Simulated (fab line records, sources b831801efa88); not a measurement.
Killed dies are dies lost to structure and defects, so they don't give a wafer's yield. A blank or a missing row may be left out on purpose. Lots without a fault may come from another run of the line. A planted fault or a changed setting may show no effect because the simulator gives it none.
Which tool did it? | flow gf180mcu | 13 lots, 39 wafers sampled, at 4 steps of a route of 602

WHAT THE GAUGES READ, wafer by wafer
GF_VT_IMPLANT_RS_MEAS_46: measures by four-point-probe.
lot  | measured     | on            | MVSD_RS (ohm/sq)
L485 | day 7 13:47  | film_metro-01 | 457.0 458.2 457.1
L486 | day 7 19:40  | film_metro-02 | 456.6 455.5 455.4
L487 | day 8 01:24  | film_metro-02 | 456.2 456.9 455.4
L488 | day 8 10:59  | film_metro-01 | 456.0 454.8 455.6
L489 | day 9 00:39  | film_metro-01 | 454.9 455.2 456.3
L491 | day 9 09:49  | film_metro-02 | 455.6 456.3 457.3
L496 | day 10 18:07 | film_metro-02 | 457.2 456.2 457.1
L500 | day 11 20:20 | film_metro-04 | 458.2 457.8 457.0
L501 | day 12 01:02 | film_metro-02 | 456.2 456.8 457.3
L503 | day 12 12:59 | film_metro-01 | 455.3 456.2 455.7
L504 | day 12 19:06 | film_metro-02 | 455.7 454.5 453.8
L506 | day 13 09:08 | film_metro-02 | 457.8 456.8 457.6
L507 | day 13 17:11 | film_metro-02 | 456.1 454.8 454.2

WHICH TOOL RAN EACH LOT (tool, then ch and the chambers of the sampled wafers, then the start)
lot  | GF_NWELL_COAT_02                 | GF_NWELL_STRIP_10                   | GF_VT_IMPLANT_STRIP_31
L485 | litho_track-01 ch 0, day 3 00:09 | plasma_asher-02 ch 0,1, day 3 07:13 | plasma_asher-02 ch 0,1, day 6 22:08
L486 | litho_track-01 ch 0, day 3 06:12 | plasma_asher-01 ch 0,1, day 3 12:52 | plasma_asher-03 ch 0,1, day 7 03:42
L487 | litho_track-02 ch 0, day 3 10:59 | plasma_asher-03 ch 0,1, day 3 17:35 | plasma_asher-02 ch 0,1, day 7 08:33
L488 | litho_track-03 ch 0, day 3 18:23 | plasma_asher-03 ch 0,1, day 4 01:44 | plasma_asher-01 ch 0,1, day 7 18:18
L489 | litho_track-01 ch 0, day 4 02:58 | plasma_asher-02 ch 0,1, day 4 10:40 | plasma_asher-02 ch 0,1, day 8 07:33
L491 | litho_track-02 ch 0, day 4 10:23 | plasma_asher-01 ch 0,1, day 4 18:04 | plasma_asher-01 ch 0,1, day 8 16:31
L496 | litho_track-02 ch 0, day 5 14:52 | plasma_asher-02 ch 0,1, day 5 22:21 | plasma_asher-03 ch 0,1, day 10 00:06
L500 | litho_track-01 ch 0, day 6 09:09 | plasma_asher-03 ch 0,1, day 6 17:19 | plasma_asher-02 ch 0,1, day 11 01:03
L501 | litho_track-01 ch 0, day 6 14:10 | plasma_asher-03 ch 0,1, day 6 22:38 | plasma_asher-02 ch 0,1, day 11 04:56
L503 | litho_track-01 ch 0, day 7 00:18 | plasma_asher-03 ch 0,1, day 7 08:30 | plasma_asher-02 ch 0,1, day 11 17:13
L504 | litho_track-01 ch 0, day 7 05:19 | plasma_asher-01 ch 0,1, day 7 13:20 | plasma_asher-01 ch 1, day 11 23:27
L506 | litho_track-03 ch 0, day 7 16:44 | plasma_asher-01 ch 0,1, day 8 01:41 | plasma_asher-03 ch 0,1, day 12 13:48
L507 | litho_track-03 ch 0, day 7 22:44 | plasma_asher-01 ch 0,1, day 8 07:55 | plasma_asher-02 ch 0,1, day 12 20:29
- GF_NWELL_COAT_02: resist thk 3000 nm.
- GF_NWELL_STRIP_10: strips in O2/N2.
- GF_VT_IMPLANT_STRIP_31: strips in O2/N2.

WHAT THE TOOLS THEMSELVES READ (means of the sampled wafers that have a number; where no wafer has one, the mark that the record gives instead)
GF_NWELL_STRIP_10.
lot  | tool            | drypump_motor_current_A (A) | heater_power_w (W) | oes_product_au (a.u.) | strip_time_to_endpoint_s (s)
L485 | plasma_asher-02 | 5.3                         | 363                | 0.722                 | 37.01
L486 | plasma_asher-01 | 5.7                         | 300                | 0.721                 | 37.13
L487 | plasma_asher-03 | 5.5                         | 363                | 0.719                 | 36.91
L488 | plasma_asher-03 | 5.5                         | 362                | 0.726                 | 36.79
L489 | plasma_asher-02 | 5.4                         | 359                | 0.723                 | 36.81
L491 | plasma_asher-01 | 5.4                         | 283                | 0.718                 | 25.97
L496 | plasma_asher-02 | 5.3                         | 364                | 0.717                 | 25.85
L500 | plasma_asher-03 | 5.5                         | 342                | 0.719                 | 36.79
L501 | plasma_asher-03 | 5.5                         | 345                | 0.724                 | 36.85
L503 | plasma_asher-03 | 5.6                         | 325                | 0.723                 | 36.99
L504 | plasma_asher-01 | 5.7                         | 291                | 0.720                 | 36.87
L506 | plasma_asher-01 | 5.4                         | 287                | 0.724                 | 36.83
L507 | plasma_asher-01 | 5.7                         | 300                | 0.728                 | 37.08

GF_VT_IMPLANT_STRIP_31.
lot  | tool            | drypump_motor_current_A (A) | heater_power_w (W) | oes_product_au (a.u.) | strip_time_to_endpoint_s (s)
L485 | plasma_asher-02 | 5.4                         | 363                | 0.716                 | 12.63
L486 | plasma_asher-03 | 5.5                         | 345                | 0.716                 | 12.62
L487 | plasma_asher-02 | 5.5                         | 369                | 0.716                 | 12.67
L488 | plasma_asher-01 | 5.7                         | 299                | 0.712                 | 12.67
L489 | plasma_asher-02 | 5.3                         | 359                | 0.717                 | 12.60
L491 | plasma_asher-01 | 5.4                         | 283                | 0.716                 | 12.69
L496 | plasma_asher-03 | 5.5                         | 342                | 0.714                 | 12.64
L500 | plasma_asher-02 | 5.4                         | 362                | 0.721                 | 12.65
L501 | plasma_asher-02 | 5.4                         | 365                | 0.710                 | 12.65
L503 | plasma_asher-02 | 5.4                         | 362                | 0.715                 | 12.65
L504 | plasma_asher-01 | 6.1                         | 312                | 0.716                 | 12.70
L506 | plasma_asher-03 | 5.6                         | 323                | 0.718                 | 12.61
L507 | plasma_asher-02 | 5.3                         | 354                | 0.716                 | 12.60

THE ANSWER, worked out from the rows above alone
Rule: what is usual is taken from the lots themselves. Put in order of their means at a reading, lots are off if they are a third of the lots or fewer, leave a main group of 4 or more, and stand apart from it by a gap of 3 or more times the standard deviation of the main group's means; of several such gaps the widest counts. A main group whose means are all the same, to the digits that the tables above print for the reading, isn't used. A lot without any number at a reading at which 4 lots or more have one is off too. The other lots that the step has rows for count as sound. The gauges are gone through in route order, then the tools' own readings, and for those a lot's mean is taken as printed above. The first step at which some lot is off is used, and at that step the reading that is off furthest; a lot without a number counts as furthest.
Off: L491, L496, at GF_NWELL_STRIP_10 (strip_time_to_endpoint_s). The main group: mean 36.91 s, standard deviation 0.11.
A tool fits if, at that step or a process step before it, it ran every lot that is off, and no sound lot after the first of them. One fits: litho_track-02 at GF_NWELL_COAT_02. Its last sound lot is L487 (day 3 10:59), its first lot that is off L491 (day 4 10:23): a fault that began between those two fits.

WHAT THE SIMULATOR HAD PUT IN
Process parameter drift: litho_track-02, from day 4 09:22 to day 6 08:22, at GF_NWELL_COAT_02. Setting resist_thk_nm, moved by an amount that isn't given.
Lots struck among those shown: L491, L496. The rule above found the same.
